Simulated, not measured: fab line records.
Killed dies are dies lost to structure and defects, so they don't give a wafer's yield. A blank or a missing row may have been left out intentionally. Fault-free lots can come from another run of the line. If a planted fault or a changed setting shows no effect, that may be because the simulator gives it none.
Code-filled problem report in 8D (eight disciplines) form    flow sky130    the parts of the form that need people (team, actions taken, sign-off) are left out

1. WHAT WENT WRONG
Across 12 wafers from 4 lots, VT_ADJUST_NCORE_OVL at SKY_VT_ADJUST_NCORE_OVL_MEAS_08 averages 130.7 nm, while fault-free wafers read -0.4 nm with a standard deviation of 1.3. That is +99 or more standard deviations from the usual mean.
First seen on wafer L757.2, day 11 17:14, on overlay-02. Wafers with a number at this step in the record: 42, from 14 lots. The rule behind "out" and "out of limits": a value lying over 4 standard deviations away from the usual mean. All remaining wafers that have a number are taken as sound.

2. WHAT IT IS, WHAT IT ISN'T
question                     is                      is not
which readings at this step  VT_ADJUST_NCORE_OVL     -
which lots                   L757, L758, L761, L763  L746, L747, L748, L749, L750, L751, L752, L753, L765, L769
which wafers of those lots   all that have a number  -
read on which gauges         overlay-01, overlay-02  -
when                         from day 11 17:14       up to then (24 sound wafers); but 6 sound wafers of L765, L769 came after

3. SUSPECTS, AND WHAT RULES EACH OUT
Counting: a tool stays on the suspect list if, at a process step up to the reading, it processed all lots that are out and no sound lot following the first of them.
- the gauge at SKY_VT_ADJUST_NCORE_OVL_MEAS_08 is ruled out. Those wafers that are out were read across 2 gauges (overlay-01, overlay-02).
- iline stepper-01 at SKY_VT_ADJUST_NCORE_EXPOSE_04 (exposes mask LVTN COMPLEMENT THIN, target cd 380 nm): kept. It ran every lot that is out, first L757 (day 11 04:49), and no sound lot after that; its last sound lot up to then is L751 (day 9 11:43).
Remaining after the count: iline stepper-01 at SKY_VT_ADJUST_NCORE_EXPOSE_04.

4. THE CAUSE (what the simulator had put in)
Scanner matching overlay: iline stepper-01, from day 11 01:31 on, at SKY_VT_ADJUST_NCORE_EXPOSE_04. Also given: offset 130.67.
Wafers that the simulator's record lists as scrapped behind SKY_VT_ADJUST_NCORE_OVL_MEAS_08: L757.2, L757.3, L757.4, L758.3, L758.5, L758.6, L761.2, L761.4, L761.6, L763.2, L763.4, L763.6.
The count eliminated every tool but this one.

5. THE EFFECT CHAIN, in route order
One row per reading whose mean, taken over the struck wafers that have a number, lies over 3 standard deviations from the usual. Only readings whose record carries a usual standard deviation are examined. hours: median over the lots of the time between each lot's start at the first step of this table that gives one and its start at this step. sigmas: the change, counted in usual standard deviations.
hours  step                             reading              usual    on struck wafers  change  sigmas
0      SKY_VT_ADJUST_NCORE_OVL_MEAS_08  VT_ADJUST_NCORE_OVL  -0.4 nm  130.7             +131.1  +99 or more

6. WHAT WOULD HAVE CAUGHT IT SOONER
16 hours passed between the start of the fault at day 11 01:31 and the first reading out of limits at a measuring or inspecting step in this record, taken at day 11 17:14.
An alarm limit of 4 standard deviations would not have fired on the tool readings at SKY_VT_ADJUST_NCORE_EXPOSE_04 for which the record gives a usual standard deviation, since none of them was out on any struck wafer.
Of the lots that are out (4), L761, L763 began SKY_VT_ADJUST_NCORE_EXPOSE_04 on iline stepper-01 after day 11 17:14. A hold on the tool at that time would have spared those 2.
